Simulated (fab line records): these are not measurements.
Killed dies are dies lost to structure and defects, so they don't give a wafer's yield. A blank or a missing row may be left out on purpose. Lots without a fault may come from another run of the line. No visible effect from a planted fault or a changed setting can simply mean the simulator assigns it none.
Shared-tool check + flow sky130 + Sample size 12 lots and 36 wafers

== WHY THIS WAS OPENED ==
SKY_LDD_LDN_TW_MEAS_13, reading LDD_LDN_TW: flagged on 3 of 12 lots. Fault-free wafers read 1470, with a standard deviation of 8.9.
Rule: a lot is flagged in two cases, either no wafer of it has a number, or all its wafers with numbers fall more than 4 standard deviations from that mean. All remaining lots are regarded as sound.

| lot  | measured     | on            | LDD_LDN_TW, wafer by wafer | flag    |
|------|--------------|---------------|----------------------------|---------|
| L659 | day 22 17:45 | film_metro-04 | 1472 1470 1464             |         |
| L661 | day 23 20:05 | film_metro-04 | 1472 1465 1471             |         |
| L665 | day 25 16:29 | film_metro-02 | 1477 1473 1480             |         |
| L667 | day 26 04:08 | film_metro-04 | 1459 1462 1453             |         |
| L668 | day 26 12:28 | film_metro-02 | 1569 1583 1581             | FLAGGED |
| L671 | day 27 12:31 | film_metro-04 | 1565 1559 1557             | FLAGGED |
| L675 | day 28 15:07 | film_metro-04 | 1548 1572 1560             | FLAGGED |
| L676 | day 28 23:18 | film_metro-02 | 1481 1483 1484             |         |
| L677 | day 29 09:40 | film_metro-01 | 1472 1474 1480             |         |
| L678 | day 29 17:31 | film_metro-01 | 1479 1469 1471             |         |
| L680 | day 30 09:33 | film_metro-02 | 1475 1486 1478             |         |
| L681 | day 30 13:05 | film_metro-01 | 1479 1474 1479             |         |
The mean of the flagged lots' numbers is 1566, +96 from the usual (+11 standard deviations).

== WHICH TOOL RAN EACH LOT ==
The record holds 3 process steps before the reading, out of a route of 708 steps. Cell contents, in order: the tool; ch with the chambers the sampled wafers went through; the start.
| lot  | flag    | SKY_LDD_HVP_STRIP_09                 | SKY_LDD_LDN_IMPLANT_08          | SKY_LDD_LDN_STRIP_12                 |
|------|---------|--------------------------------------|---------------------------------|--------------------------------------|
| L659 |         | plasma_asher-01 ch 0,1, day 21 09:20 | implanter-03 ch 0, day 22 17:04 | plasma_asher-03 ch 0,1, day 22 17:38 |
| L661 |         | plasma_asher-03 ch 0,1, day 22 12:10 | implanter-01 ch 0, day 23 19:25 | plasma_asher-04 ch 0,1, day 23 20:00 |
| L665 |         | plasma_asher-01 ch 0,1, day 24 10:14 | implanter-02 ch 0, day 25 15:47 | plasma_asher-02 ch 0,1, day 25 16:23 |
| L667 |         | plasma_asher-04 ch 0,1, day 24 21:44 | implanter-03 ch 0, day 26 03:26 | plasma_asher-04 ch 0, day 26 04:02   |
| L668 | FLAGGED | plasma_asher-01 ch 0,1, day 25 06:20 | implanter-03 ch 0, day 26 11:29 | plasma_asher-02 ch 0,1, day 26 12:22 |
| L671 | FLAGGED | plasma_asher-03 ch 0,1, day 26 05:08 | implanter-03 ch 0, day 27 11:29 | plasma_asher-02 ch 0,1, day 27 12:25 |
| L675 | FLAGGED | plasma_asher-04 ch 0,1, day 27 09:47 | implanter-01 ch 0, day 28 14:05 | plasma_asher-02 ch 1, day 28 15:01   |
| L676 |         | plasma_asher-01 ch 0,1, day 27 17:47 | implanter-02 ch 0, day 28 22:37 | plasma_asher-02 ch 0,1, day 28 23:11 |
| L677 |         | plasma_asher-01 ch 0,1, day 28 03:41 | implanter-02 ch 0, day 29 08:58 | plasma_asher-03 ch 0,1, day 29 09:34 |
| L678 |         | plasma_asher-01 ch 0,1, day 28 12:32 | implanter-01 ch 0, day 29 16:49 | plasma_asher-04 ch 0,1, day 29 17:25 |
| L680 |         | plasma_asher-04 ch 0,1, day 29 04:14 | implanter-03 ch 0, day 30 08:52 | plasma_asher-02 ch 0,1, day 30 09:26 |
| L681 |         | plasma_asher-04 ch 0,1, day 29 08:11 | implanter-03 ch 0, day 30 12:23 | plasma_asher-02 ch 0,1, day 30 12:59 |
What these steps do:
- SKY_LDD_HVP_STRIP_09: strips in O2/N2.
- SKY_LDD_LDN_IMPLANT_08
- SKY_LDD_LDN_STRIP_12: strips in O2/N2.
- SKY_LDD_LDN_TW_MEAS_13

== FLAGGED OVER TOTAL, TOOL BY TOOL (the gauges that took the reading come last) ==
| step                   | tool            | lots run | flagged | share of the flagged lots | sound lots run after its first flagged lot |
|------------------------|-----------------|----------|---------|---------------------------|--------------------------------------------|
| SKY_LDD_HVP_STRIP_09   | plasma_asher-01 | 6        | 1       | some                      | 3 (L676,L677,L678)                         |
| SKY_LDD_HVP_STRIP_09   | plasma_asher-03 | 2        | 1       | some                      | 0                                          |
| SKY_LDD_HVP_STRIP_09   | plasma_asher-04 | 4        | 1       | some                      | 2 (L680,L681)                              |
| SKY_LDD_LDN_IMPLANT_08 | implanter-01    | 3        | 1       | some                      | 1 (L678)                                   |
| SKY_LDD_LDN_IMPLANT_08 | implanter-02    | 3        | 0       | none                      | -                                          |
| SKY_LDD_LDN_IMPLANT_08 | implanter-03    | 6        | 2       | some                      | 2 (L680,L681)                              |
| SKY_LDD_LDN_STRIP_12   | plasma_asher-02 | 7        | 3       | all                       | 3 (L676,L680,L681)                         |
| SKY_LDD_LDN_STRIP_12   | plasma_asher-03 | 2        | 0       | none                      | -                                          |
| SKY_LDD_LDN_STRIP_12   | plasma_asher-04 | 3        | 0       | none                      | -                                          |
| SKY_LDD_LDN_TW_MEAS_13 | film_metro-01   | 3        | 0       | none                      | -                                          |
| SKY_LDD_LDN_TW_MEAS_13 | film_metro-02   | 4        | 1       | some                      | 2 (L676,L680)                              |
| SKY_LDD_LDN_TW_MEAS_13 | film_metro-04   | 5        | 2       | some                      | 0                                          |

== WHAT IS ALLOWED BY THE TABLE ==
1 row of the table ran every flagged lot: plasma_asher-02 at SKY_LDD_LDN_STRIP_12.
- plasma_asher-02 at SKY_LDD_LDN_STRIP_12: 3 of its 7 lots flagged. Sound lots ran on it after the first flagged one (L676, L680, L681), which a lasting fault on the whole tool wouldn't allow.
Every row of the table either missed a flagged lot or ran a sound lot after the first.

== WHAT THE SIMULATOR PUT IN ==
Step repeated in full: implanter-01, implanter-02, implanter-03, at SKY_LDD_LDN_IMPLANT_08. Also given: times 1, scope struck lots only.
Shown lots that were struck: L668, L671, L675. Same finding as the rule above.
